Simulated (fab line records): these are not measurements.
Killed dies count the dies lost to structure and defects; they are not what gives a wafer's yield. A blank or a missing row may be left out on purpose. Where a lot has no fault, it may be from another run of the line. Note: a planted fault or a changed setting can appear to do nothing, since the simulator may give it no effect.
fab line records	flow sky130
record: lots: 5	wafers: 15	lastDay: 50
route steps=708 shown POLY_GATE@217 PAD_OPEN@708
lots that met no fault: from a run of the same line without faults
startH: start of the lot's first displayed wafer, in hours after the record's first day	waitH: hours from the lot's prior step to this one	" unchanged from the row above	L1.1+2: a single row standing in for several wafers	- no value present, or no start provided	* or withheld: withheld	< > ~ a bound
route shown NAME@n: a module of which the file shows steps, and the number in the route of the first	usual: mean and standard deviation over wafers with no fault	same: alike in all rows	chamber/n: place in a boat	sites: per-site readings	_std_site: standard deviation of those values	_edge_site: the outer-site mean with the inner-site mean subtracted	radiusMm: how far each site lies from the wafer's centre	mask NAME#n: copy n	behind: the last tool/chamber to shape the wafer	hold: why the lot was held/for how many hours/how that ended	device: transistor that didn't switch, given as n, p or np	end of line: the tests these same wafers got at the end of their route	a step with no rows: only its recipe	killed: count of dies lost to structure and defects at first sort (not the wafer's yield)	map: the dies of a wafer, with x for killed, . for not killed, _ for no die there
set.NAME: the run value of the setting; set.NAME@STEP: its run value at that earlier step	model.NAME: the simulator's own value behind a step, which no gauge read
lots seen at some steps along the route; tables by step, rows by wafer
services: the hour from which a tool's chamber was out of use, counted from the record's first day as startH (under 0 if before that day), plus the number of hours and why
== steps ==
step: SKY_POLY_GATE_CVD_03
recipe: material: Si3N4	precursor: DCS/NH3	targetThkNm: 75	tempC: 770	timeS: 1290	pressureMtorr: 250
step: SKY_POLY_GATE_THK_MEAS_04
recipe: reads: Si3N4_of_POLY_GATE_CVD_03
usual: POLY_GATE_CVD_03_THK: 74.7/0.64
lot.wafer	tool	chamber	startH	waitH	POLY_GATE_CVD_03_THK[nm]
L856.2	filmMetro-01	-	335.77	0.0	73.6
L856.3	"	-	"	"	74.2
L856.6	"	-	"	"	75.0
L857.2	filmMetro-01	-	345.54	0.0	74.9
L857.3	"	-	"	"	74.2
L857.4	"	-	"	"	75.1
L869.1	filmMetro-01	-	453.06	0.0	75.3
L869.2	"	-	"	"	75.8
L869.3	"	-	"	"	75.2
L876.2	filmMetro-02	-	518.95	0.0	74.4
L876.4	"	-	"	"	74.7
L876.6	"	-	"	"	73.8
L879.2	filmMetro-02	-	532.86	0.0	74.5
L879.4	"	-	"	"	75.0
L879.5	"	-	"	"	74.1
step: SKY_POLY_GATE_DEHYDRATE_05
recipe: tempC: 200	timeS: 60
step: SKY_POLY_GATE_HMDS_06
recipe: primeTimeS: 60	primeTempC: 120
step: SKY_POLY_GATE_COAT_07
recipe: resist: BARC	tempC: withheld	timeS: withheld	spinRpm: 3000	resistThkNm: 110
step: SKY_POLY_GATE_COAT_08
recipe: resist: KrF-thick	spinRpm: 3000	resistThkNm: 450
step: SKY_POLY_GATE_SOFTBAKE_09
recipe: tempC: 100	timeS: 90	resist: KrF-thick
step: SKY_POLY_GATE_EXPOSE_10
recipe: maskId: P1M	na: 0.68	sourceShape: conventional	sigmaOuter: 0.6	targetCdNm: 150	doseMj: 28
step: SKY_POLY_GATE_PEB_11
recipe: pebTempC: withheld	pebTimeS: withheld	resist: KrF-thick
step: SKY_POLY_GATE_DEVELOP_12
recipe: developTimeS: 60	resist: KrF-thick	devTempC: 21
step: SKY_POLY_GATE_CD_MEAS_13
recipe: targetCdNm: 150
usual: cdNm: 150.1/1.4
lot.wafer	tool	chamber	startH	waitH	cdNm
L856.2	cdSem-01	-	362.89	-	146.8
L856.3	"	-	"	"	148.2
L856.6	"	-	"	"	146.9
L857.2	cdSem-01	-	373.11	-	148.6
L857.3	"	-	"	"	148.2
L857.4	"	-	"	"	149.4
L869.1	cdSem-02	-	482.78	-	150.7
L869.2	"	-	"	"	150.0
L869.3	"	-	"	"	149.7
L876.2	cdSem-01	-	548.90	-	151.7
L876.4	"	-	"	"	152.7
L876.6	"	-	"	"	151.5
L879.2	cdSem-01	-	562.76	-	150.8
L879.4	"	-	"	"	151.5
L879.5	"	-	"	"	149.8
step: SKY_POLY_GATE_OVL_MEAS_14
usual: POLY_GATE_OVL: 1/5.6
lot.wafer	tool	chamber	startH	waitH	POLY_GATE_OVL[nm]
L856.2	overlay-02	-	363.00	0.1	3
L856.3	"	-	"	"	2
L856.6	"	-	"	"	-3
L857.2	overlay-02	-	373.21	0.1	17
L857.3	"	-	"	"	14
L857.4	"	-	"	"	6
L869.1	overlay-02	-	482.90	0.1	-2
L869.2	"	-	"	"	-1
L869.3	"	-	"	"	2
L876.2	overlay-01	-	549.01	0.1	2
L876.4	"	-	"	"	1
L876.6	"	-	"	"	3
L879.2	overlay-01	-	562.86	0.1	-4
L879.4	"	-	"	"	-3
L879.5	"	-	"	"	-9
step: SKY_POLY_GATE_ETCH_15
recipe: chemistry: N2/H2	target: BARC	ionEnergyEv: 200	sourceW: 500	biasW: 100	pressureMtorr: 30	n2FlowSccm: 100	h2FlowSccm: 200	stopOn: SiO2	timeS: 118.5	targetDepthA: 1100
usual: chamberPressureMTorr: 30.001/0.029	drypumpMotorCurrentA: 5.9/0.43	oesProductAu: 0.717/0.0045	throttleValvePct: 13.213/0.0084
lot.wafer	tool	chamber	startH	waitH	chamberPressureMTorr	drypumpMotorCurrentA	oesProductAu	rfHoursCounterH	throttleValvePct	model.KrF-thick_of_POLY_GATE_COAT_08.thkNm	model.POLY_GATE.cdNm
L856.2	rieDiel-04	1	363.03	0.0	30.011	5.9	0.711	111	13.232	346	147.9
L856.3	"	0	"	"	30.051	5.8	0.717	116	13.218	346.4	147.6
L856.6	"	2	"	"	29.987	5.9	0.721	-	13.204	345	148.7
L857.2	rieDiel-03	0	373.24	0.0	29.985	5.8	0.717	6	13.198	345.2	149.4
L857.3	"	1	"	"	30.023	5.1	0.724	55	13.216	346.5	148.3
L857.4	"	2	"	"	30.006	6.7	0.712	56	13.218	346.1	151.2
L869.1	rieDiel-01	0	482.94	0.0	30.029	6.3	0.715	4	13.214	343.9	149.6
L869.2	"	1	"	"	30.013	5.2	0.716	15	13.224	345	150.2
L869.3	"	3	"	"	29.965	6.3	0.722	1	13.206	344.3	149.5
L876.2	rieDiel-03	2	549.04	0.0	30.037	6.8	0.719	59	13.211	359.7	155.4
L876.4	"	1	"	"	30.022	5.1	0.715	59	13.211	345.9	151.7
L876.6	"	3	"	"	29.968	5.5	0.723	-	13.213	343.6	150.2
L879.2	rieDiel-04	1	562.89	0.0	29.996	5.9	0.718	4	13.230	342.6	150.3
L879.4	"	3	"	"	30.008	6.0	0.713	15	13.216	345.5	150.5
L879.5	"	2	"	"	30.014	5.9	0.715	-	13.234	342.7	151.9
step: SKY_POLY_GATE_ETCH_16
recipe: stopOn: poly-Si	chemistry: CH3F/O2	target: Si3N4	sourceW: 400	biasW: 80	pressureMtorr: 25	ch3fFlowSccm: 40	O2_flow_sccm: 30	timeS: 147.5	targetDepthA: 750
usual: chamberPressureMTorr: 24.994/0.022	drypumpMotorCurrentA: 5.9/0.42	oesProductAu: 0.639/0.0054	throttleValvePct: 10.536/0.0092
lot.wafer	tool	chamber	startH	waitH	chamberPressureMTorr	drypumpMotorCurrentA	oesProductAu	rfHoursCounterH	throttleValvePct
L856.2	rieDiel-04	1	363.11	0.0	24.991	5.9	0.640	111	10.540
L856.3	"	0	"	"	25.036	5.8	0.638	116	10.528
L856.6	"	2	"	"	25.004	5.9	0.643	-	10.536
L857.2	rieDiel-03	0	373.33	0.0	25.011	5.8	0.642	6	10.537
L857.3	"	1	"	"	25.004	5.1	0.644	56	10.540
L857.4	"	2	"	"	24.996	6.8	0.637	56	10.540
L869.1	rieDiel-01	0	483.02	0.0	25.003	6.2	0.640	4	10.548
L869.2	"	1	"	"	25.004	5.2	0.647	15	10.509
L869.3	"	3	"	"	25.010	6.3	0.642	1	10.543
L876.2	rieDiel-03	2	549.12	0.0	24.960	6.7	0.637	59	10.535
L876.4	"	1	"	"	24.993	5.1	0.638	59	10.541
L876.6	"	3	"	"	25.002	5.5	0.627	-	10.528
L879.2	rieDiel-04	1	562.98	0.0	25.020	5.9	0.631	4	10.533
L879.4	"	3	"	"	24.962	6.0	0.643	15	10.552
L879.5	"	2	"	"	24.960	5.9	0.636	-	10.523
step: SKY_POLY_GATE_ETCH_17
recipe: targetDepthNm: 180	stopOn: SiO2	overEtchFrac: 0.56667	chemistry: HBr/Cl2	target: poly-Si	icpW: 400	biasW: 100	pressureMtorr: 10	HBr_flow_sccm: 150	Cl2_flow_sccm: 50	timeS: 70.5
usual: chamberPressureMTorr: 10.000/0.01	drypumpMotorCurrentA: 5.8/0.34	oesProductAu: 0.988/0.0062	throttleValvePct: 33.683/0.009
lot.wafer	tool	chamber	startH	waitH	chamberPressureMTorr	drypumpMotorCurrentA	oesProductAu	rfHoursCounterH	throttleValvePct	model.KrF-thick_of_POLY_GATE_COAT_08.thkNm	model.POLY_GATE.cdNm
L856.2	rieSi-01	0	363.21	0.0	9.992	6.2	1.002	1	33.674	139.8	147.2
L856.3	"	1	"	"	9.994	5.8	0.989	0	33.666	141.7	148.3
L856.6	"	1	"	"	10.009	5.8	0.996	-	33.673	139.7	149.7
L857.2	rieSi-02	0	373.42	0.0	9.990	6.2	0.995	5	33.685	140.1	150.5
L857.3	"	3	"	"	10.003	5.5	0.994	67	33.694	142.7	149.4
L857.4	"	3	"	"	10.014	5.5	0.999	-	33.683	140.7	151.6
L869.1	rieSi-02	3	483.12	0.0	10.009	5.5	0.981	0	33.698	136.7	151.7
L869.2	"	0	"	"	9.984	6.2	0.990	6	33.671	137.9	150.7
L869.3	"	1	"	"	10.005	5.2	1.001	2	33.679	138.6	150
L876.2	rieSi-01	0	549.22	0.0	10.005	6.2	0.987	2	33.681	155.9	155
L876.4	"	2	"	"	9.992	6.0	1.001	0	33.678	142.7	151.7
L876.6	"	1	"	"	10.001	5.8	0.987	-	33.677	140.4	151.4
L879.2	rieSi-02	1	563.07	0.0	10.015	5.2	0.979	2	33.674	137.9	150.4
L879.4	"	0	"	"	10.006	6.3	0.987	6	33.692	141.1	149.5
L879.5	"	3	"	"	10.007	5.5	0.986	-	33.663	137.3	152.8
step: SKY_POLY_GATE_STRIP_18
recipe: chemistry: O2/N2	powerW: 1400	pressureMtorr: 1500	platenTempC: withheld	o2FlowSccm: 3000	n2FlowSccm: 300	overashFraction: 0.5
usual: chamberPressureMTorr: 1499.9/1.2	drypumpMotorCurrentA: 5.61/0.26	oesProductAu: 0.361/0.0044	stripTimeToEndpointS: 3.180/0.029
lot.wafer	tool	chamber	startH	waitH	chamberPressureMTorr	drypumpMotorCurrentA	oesProductAu	rfHoursCounterH	stripTimeToEndpointS
L856.2	plasmaAsher-03	0	363.27	0.0	1498.6	5.74	0.358	68	3.164
L856.3	"	1	"	"	1499.0	5.48	0.361	-	3.190
L856.6	"	1	"	"	1500.3	5.50	0.367	-	3.165
L857.2	plasmaAsher-01	1	373.48	0.0	1500.5	5.57	0.357	55	3.164
L857.3	"	1	"	"	1500.4	5.55	0.362	-	3.200
L857.4	"	0	"	"	1497.8	5.31	0.361	-	3.175
L869.1	plasmaAsher-01	1	483.17	0.0	1500.7	5.52	0.360	66	3.132
L869.2	"	0	"	"	1502.1	5.30	0.360	66	3.146
L869.3	"	1	"	"	1499.8	5.52	0.356	-	3.163
L876.2	plasmaAsher-03	1	549.27	0.0	1499.9	5.46	0.372	83	3.349
L876.4	"	1	"	"	1498.8	5.49	0.364	-	3.193
L876.6	"	1	"	"	1499.0	5.48	0.358	-	3.184
L879.2	plasmaAsher-01	0	563.13	0.0	1500.2	5.31	0.360	75	3.132
L879.4	"	1	"	"	1500.7	5.56	0.359	-	3.180
L879.5	"	0	"	"	1497.3	5.29	0.364	-	3.140
step: SKY_POLY_GATE_CLEAN_19
recipe: chemistry: SC1/SC2	mix: 1:4:20	tempC: 70	timeS: 150	dry: n2Spin
step: SKY_PAD_OPEN_PROBE_99
usual: killed_at_M0_to_M3: 45/6.9	killed_at_M4_up: 3.0/1.7	killedAtContacts: 25/5.6	killedAtFrontEnd: 15/4.2	killedAtOther: 0.3/0.55	killedDies: 89/9.6	killedOpen: 49/7.2	killedShort: 39/6.5
same: grossDies: 492	killedAtBackSide: 0
lot.wafer	tool	chamber	startH	waitH	killed_at_M0_to_M3	killed_at_M4_up	killedAtContacts	killedAtFrontEnd	killedAtOther	killedDies	killedOpen	killedShort	model.etest.resXhighPo.widthNm	model.etest.resPoly.widthNm	model.etest.resHighPo.widthNm	model.etest.ring_1v8.delayPs
L856.2	prober-02	-	1068.20	0.1	40	3	25	14	0	82	48	34	348.6	91.29	348.3	21.14
L856.3	prober-02	-	1068.25	0.2	45	3	30	18	1	97	57	40	349	92.3	346.4	21.41
L856.6	prober-02	-	1068.40	0.2	49	1	34	14	0	98	55	43	349.6	93.44	350.2	21.71
L857.2	prober-01	-	1073.50	0.1	55	4	24	7	0	90	52	38	350.5	94.53	350.9	21.39
L857.3	prober-01	-	1073.55	0.2	39	3	19	12	0	73	40	33	348.7	92.96	349.6	21.15
L857.4	prober-01	-	1073.60	0.2	44	6	23	13	0	86	39	47	350.8	95.05	352.3	21.53
L869.1	prober-02	-	1150.21	0.1	41	3	17	12	0	73	41	31	352.9	95.57	351.2	21.13
L869.2	prober-02	-	1150.26	0.1	49	1	20	18	1	89	49	39	349	94.37	350.6	21.24
L869.3	prober-02	-	1150.31	0.2	48	2	31	18	1	100	60	37	348.7	94.02	349.6	21.47
L876.2	prober-01	-	1190.32	0.1	28	2	34	13	0	77	41	36	355.4	98.65	353.2	22.77
L876.4	prober-01	-	1190.42	0.2	48	4	21	18	0	91	45	46	352.1	95.69	350	21.43
L876.6	prober-01	-	1190.52	0.2	46	4	29	12	1	92	47	45	352.4	95.55	350.8	21.54
L879.2	prober-02	-	1195.39	0.1	50	6	28	14	0	98	55	42	348.7	94.31	350.4	21.48
L879.4	prober-02	-	1195.49	0.2	49	1	24	6	0	80	53	27	350	93.58	350.5	21.07
L879.5	prober-02	-	1195.54	0.2	43	2	39	17	0	101	67	34	350.7	96.61	351.2	21.81
killed by level:class
L856.2 CONTACT:geometricParticle:open=11 VIA1:geometricParticle:open=9 LI_CONTACT:geometricParticle:open=7 METAL1:geometricParticle:short=6 METAL3:geometricParticle:short=6 FIELD_ISO:geometricParticle:open=5 VIA2:geometricParticle:open=5 VIA3:geometricParticle:open=5
L856.3 VIA1:geometricParticle:open=15 LI_CONTACT:geometricParticle:open=10 FIELD_ISO:geometricParticle:open=6 LOCAL_INTERCONNECT:geometricParticle:short=6 CONTACT:geometricParticle:open=6 VIA2:geometricParticle:open=6 VIA2:geometricParticle:short=5 LI_CONTACT:geometricParticle:short=4
L856.6 CONTACT:geometricParticle:open=14 LI_CONTACT:geometricParticle:open=8 VIA1:geometricParticle:open=8 VIA2:geometricParticle:short=7 VIA2:geometricParticle:open=6 METAL1:geometricParticle:short=5 METAL2:geometricParticle:short=5 FIELD_ISO:geometricParticle:open=4
L857.2 VIA1:geometricParticle:open=16 VIA2:geometricParticle:open=9 LI_CONTACT:geometricParticle:open=8 CONTACT:geometricParticle:open=8 VIA2:geometricParticle:short=7 LOCAL_INTERCONNECT:geometricParticle:short=5 METAL1:geometricParticle:short=5 VIA3:geometricParticle:open=5
L857.3 VIA1:geometricParticle:open=11 CONTACT:geometricParticle:open=7 VIA2:geometricParticle:open=7 SPACER:geometricParticle:open=4 LI_CONTACT:geometricParticle:open=4 VIA3:geometricParticle:open=4 VIA3:geometricParticle:short=4 LI_CONTACT:geometricParticle:short=3
L857.4 CONTACT:geometricParticle:open=10 VIA1:geometricParticle:open=8 VIA2:geometricParticle:open=7 VIA2:geometricParticle:short=5 CONTACT:geometricParticle:short=5 METAL4:geometricParticle:short=5 METAL1:geometricParticle:short=5 FIELD_ISO:geometricParticle:short=4
L869.1 CONTACT:geometricParticle:open=8 VIA3:geometricParticle:open=8 METAL2:geometricParticle:short=7 VIA1:geometricParticle:open=6 VIA1:geometricParticle:short=4 METAL2:geometricParticle:open=4 VIA2:geometricParticle:open=4 FIELD_ISO:geometricParticle:short=3
L869.2 VIA1:geometricParticle:open=11 VIA3:geometricParticle:open=9 CONTACT:geometricParticle:open=8 METAL1:geometricParticle:short=7 LI_CONTACT:geometricParticle:open=5 METAL2:geometricParticle:short=5 VIA2:geometricParticle:open=5 FIELD_ISO:geometricParticle:short=4
L869.3 LI_CONTACT:geometricParticle:open=14 VIA1:geometricParticle:short=8 CONTACT:geometricParticle:open=8 VIA1:geometricParticle:open=8 METAL3:geometricParticle:short=7 VIA2:geometricParticle:open=6 VIA3:geometricParticle:open=6 CONTACT:geometricParticle:short=5
L876.2 LI_CONTACT:geometricParticle:open=9 VIA1:geometricParticle:open=7 CONTACT:geometricParticle:open=6 CONTACT:geometricParticle:short=6 LI_CONTACT:geometricParticle:short=5 LOCAL_INTERCONNECT:geometricParticle:short=5 METAL2:geometricParticle:short=5 VIA2:geometricParticle:open=5
L876.4 VIA1:geometricParticle:open=11 CONTACT:geometricParticle:open=7 LI_CONTACT:geometricParticle:open=6 METAL2:geometricParticle:short=6 VIA1:geometricParticle:short=5 METAL1:geometricParticle:short=5 VIA3:geometricParticle:open=5 VIA2:geometricParticle:open=5
L876.6 VIA1:geometricParticle:open=11 CONTACT:geometricParticle:open=11 LOCAL_INTERCONNECT:geometricParticle:short=7 VIA3:geometricParticle:open=7 VIA1:geometricParticle:short=6 LI_CONTACT:geometricParticle:open=6 METAL2:geometricParticle:short=6 VIA2:geometricParticle:open=5
L879.2 VIA1:geometricParticle:open=13 CONTACT:geometricParticle:open=8 VIA3:geometricParticle:open=8 POLY_GATE:geometricParticle:open=7 LI_CONTACT:geometricParticle:short=7 LI_CONTACT:geometricParticle:open=6 VIA1:geometricParticle:short=6 METAL2:geometricParticle:short=6
L879.4 CONTACT:geometricParticle:open=11 VIA1:geometricParticle:open=11 VIA3:geometricParticle:open=8 VIA2:geometricParticle:open=7 LI_CONTACT:geometricParticle:open=6 VIA1:geometricParticle:short=5 METAL1:geometricParticle:short=4 METAL3:geometricParticle:short=4
L879.5 CONTACT:geometricParticle:open=18 VIA1:geometricParticle:open=12 VIA2:geometricParticle:open=9 LI_CONTACT:geometricParticle:open=8 CONTACT:geometricParticle:short=7 FIELD_ISO:geometricParticle:open=5 VIA3:geometricParticle:open=5 POLY_GATE:geometricParticle:short=4
== services ==
tool	chamber	startH	hours	kind
plasmaAsher-01	-	341.27	2.0	repair
rieSi-02	2	346.40	1.8	repair
rieSi-02	2	370.30	6.7	repair
rieDiel-04	0	376.18	-	clean
rieDiel-04	0	376.18	14.9	scheduledDown
rieDiel-04	0	376.18	14.9	ventCycle
rieSi-02	2	391.03	2.4	repair
rieDiel-04	1	391.57	15.4	repair
rieDiel-04	3	395.09	4.6	repair
rieSi-02	1	398.02	11.7	repair
rieDiel-04	0	446.31	9.7	repair
rieSi-01	0	454.97	5.7	repair
rieDiel-01	2	456.85	39.9	repair
plasmaAsher-03	-	468.31	28.1	pm
rieDiel-03	2	472.67	6.0	repair
rieDiel-01	3	479.42	1.9	repair
rieDiel-01	-	479.43	2.8	pm
rieDiel-04	2	483.63	42.0	repair
rieDiel-03	1	487.13	9.6	repair
plasmaAsher-01	-	495.49	3.4	repair
plasmaAsher-03	-	510.57	2.8	pm
rieSi-01	-	518.07	14.6	pm
rieDiel-01	1	545.22	12.4	repair
rieDiel-04	2	552.23	3.4	repair
== key ==
firstSign: step: SKY_POLY_GATE_STRIP_18	reading: stripTimeToEndpointS	direction: up	sigmas: 5.9	usual: *	struck: *
effect none on later readings
modelEffect: step: SKY_POLY_GATE_ETCH_15	value: KrF-thick_of_POLY_GATE_COAT_08.thkNm	without: 345.8	struck: 359.7
modelEffect: step: SKY_POLY_GATE_ETCH_17	value: KrF-thick_of_POLY_GATE_COAT_08.thkNm	without: 141.9	struck: 155.9
modelEffect: step: SKY_PAD_OPEN_PROBE_99	value: etest.resXhighPo.widthNm	without: 352.1	struck: 355.4
metAt SKY_POLY_GATE_ETCH_15
struckWafers L876.2
testerLeftOut L876
onsetBetween 373.24 549.04
fault: kind: processParameterDrift	tool: rieDiel-03	chamber: 2	onsetH: 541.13	steps: SKY_POLY_GATE_ETCH_15	channel: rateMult	offset: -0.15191	shape: step	endH: 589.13
testerLeftOut: of these lots the tester's yield and bins aren't shown, on N5 and GAA mostly nor the transistor test; their killed dies are dies lost to structure and defects alone, not to doping, threshold or leakage, so they don't give the yield
